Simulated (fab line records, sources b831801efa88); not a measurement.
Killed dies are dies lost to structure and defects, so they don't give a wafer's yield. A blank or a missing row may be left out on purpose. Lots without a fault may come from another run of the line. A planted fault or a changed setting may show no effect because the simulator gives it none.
A struck lot beside a sound one | flow sfq_line | 24 steps out of a route of 325
Sound: wafers L924.3, L924.4, L924.6. Struck: wafer L919.4. (L919.2, L919.5 of the same lot were not struck and are left out.) The cause comes at the end.
At each step with rows: each side's tool, then ch and its chambers, then its first start. Under that, the readings that differ: sound wafers | struck wafers | difference of the means | sigmas: that difference in standard deviations of wafers without a fault.
alike: readings whose means differ by less than 2 such deviations, and words and numbers that are the same on both sides. not compared: withheld readings, readings that some wafer has no value for, bounds like >300 that may hide the same value, and numbers for which the record gives no deviation and whose values overlap.
The two part at a step that has a row with sigmas, a row that says differs or no value, or rows on one side only. Numbers that don't overlap but have no deviation are shown without sigmas and don't part them. A reading that every wafer of one side lacks parts them only if that side has two wafers or more.

first, 6 steps without rows for these wafers: SFQ_TRILAYER_I1_VIA_LITHO_COAT_054 (resist thk 62 nm); SFQ_TRILAYER_I1_VIA_LITHO_COAT_049 (resist thk 650 nm); SFQ_TRILAYER_I1_VIA_LITHO_SOFTBAKE_053; SFQ_TRILAYER_I1_VIA_LITHO_EXPOSE_050 (exposes mask I1, target cd 500 nm); SFQ_TRILAYER_I1_VIA_LITHO_PEB_052 (peb time 60 s); SFQ_TRILAYER_I1_VIA_LITHO_DEVELOP_051 (time 60 s).
SFQ_I1_OVL_MEAS_913:
  sound on overlay-02, day 32 04:17; struck on overlay-01, day 30 13:22
  alike: I1_OVL
SFQ_TRILAYER_I1_VIA_BARC_OPEN_VIA_ETCH_071: etches BARC in O2, target depth 125 nm, time 41.7 s.
  sound on rie_diel-01 ch 0,2,3, day 32 04:19; struck on rie_diel-04 ch 1, day 30 13:24
  alike: drypump_motor_current_A, oes_product_au
  not compared: rf_hours_counter_h
SFQ_TRILAYER_I1_VIA_ETCH_VIA_ETCH_052: etches SiO2 in CHF3, stops on Nb, target depth 260 nm.
  sound on rie_diel-01 ch 0,2,3, day 32 04:21; struck on rie_diel-04 ch 1, day 30 13:26
  alike: drypump_motor_current_A, oes_product_au
SFQ_TRILAYER_I1_VIA_STRIP_STRIP_053: strips in O2.
  sound on rie_metal-02 ch 0,1, day 32 04:40; struck on rie_metal-02 ch 1, day 30 13:33
  alike: drypump_motor_current_A, oes_product_au
  not compared: rf_hours_counter_h
then, 2 steps without rows for these wafers: SFQ_TRILAYER_I1_VIA_STRIP_SOLV_CLEAN_054 (cleans in NMP, time 600 s); SFQ_TRILAYER_M2_DEP_PRE_CLEAN_056 (time 22.5 s).
SFQ_TRILAYER_M2_DEP_SPUTTER_055: material Nb, target thk 200 nm, time 133.3 s.
  sound on pvd_sputter-03, day 32 05:16; struck on pvd_sputter-06, day 30 14:22
  reading                | sound          | struck | difference | sigmas
  throttle_valve_pct (%) | 29.7 28.2 29.5 | 31.2   | +2.1       | +2
SFQ_M2_RS_MEAS_914: measures by four-point-probe.
  sound on film_metro-03, day 32 05:24; struck on film_metro-03, day 30 14:28
  reading           | sound             | struck | difference | sigmas
  M2_NB_RS (ohm/sq) | 0.892 0.903 0.891 | 1.091  | +0.196     | +21
then, 6 steps without rows for these wafers: SFQ_TRILAYER_M2_LITHO_COAT_062 (resist thk 62 nm); SFQ_TRILAYER_M2_LITHO_COAT_057 (resist thk 600 nm); SFQ_TRILAYER_M2_LITHO_SOFTBAKE_061; SFQ_TRILAYER_M2_LITHO_EXPOSE_058 (exposes mask M2, target cd 500 nm); SFQ_TRILAYER_M2_LITHO_PEB_060 (peb time 60 s); SFQ_TRILAYER_M2_LITHO_DEVELOP_059 (time 60 s).
-- the record jumps here: 7 days lie between the struck wafers' starts before and after --
SFQ_M2_OVL_MEAS_916:
  sound on overlay-02, day 38 22:46; struck on overlay-02, day 37 07:04
  reading     | sound  | struck | difference | sigmas
  M2_OVL (nm) | 9 11 6 | -4     | -13        | -3
SFQ_TRILAYER_M2_BARC_OPEN_METAL_ETCH_077: etches BARC in O2, target depth 125 nm, time 41.7 s.
  sound on rie_metal-03 ch 0,1, day 38 22:49; struck on rie_metal-03 ch 1, day 37 07:05
  alike: drypump_motor_current_A, oes_product_au
  not compared: rf_hours_counter_h
SFQ_TRILAYER_M2_ETCH_METAL_ETCH_060: etches Nb in Cl2/Ar, stops on SiO2, target depth 240 nm, time 120 s.
  sound on rie_metal-03 ch 0,1, day 38 22:53; struck on rie_metal-03 ch 1, day 37 07:09
  reading               | sound             | struck | difference | sigmas
  oes_product_au (a.u.) | 0.892 0.889 0.891 | 0.820  | -0.071     | -10
  alike: drypump_motor_current_A
  not compared: rf_hours_counter_h
SFQ_TRILAYER_M2_STRIP_STRIP_061: strips in O2.
  sound on rie_metal-03 ch 0,1, day 38 23:10; struck on rie_metal-03 ch 1, day 37 07:16
  alike: drypump_motor_current_A, oes_product_au
  not compared: rf_hours_counter_h

WHERE THEY PART
First at SFQ_TRILAYER_M2_DEP_SPUTTER_055; last, within this record, at SFQ_TRILAYER_M2_ETCH_METAL_ETCH_060. Later steps at which nothing parts them and some readings are alike: SFQ_TRILAYER_M2_STRIP_STRIP_061.

WHY: what the simulator had put in
Site profile drift: pvd_sputter-06, from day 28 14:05 on, at SFQ_TRILAYER_M2_DEP_SPUTTER_055. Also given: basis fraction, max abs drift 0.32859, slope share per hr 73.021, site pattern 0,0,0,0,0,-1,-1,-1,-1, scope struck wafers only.
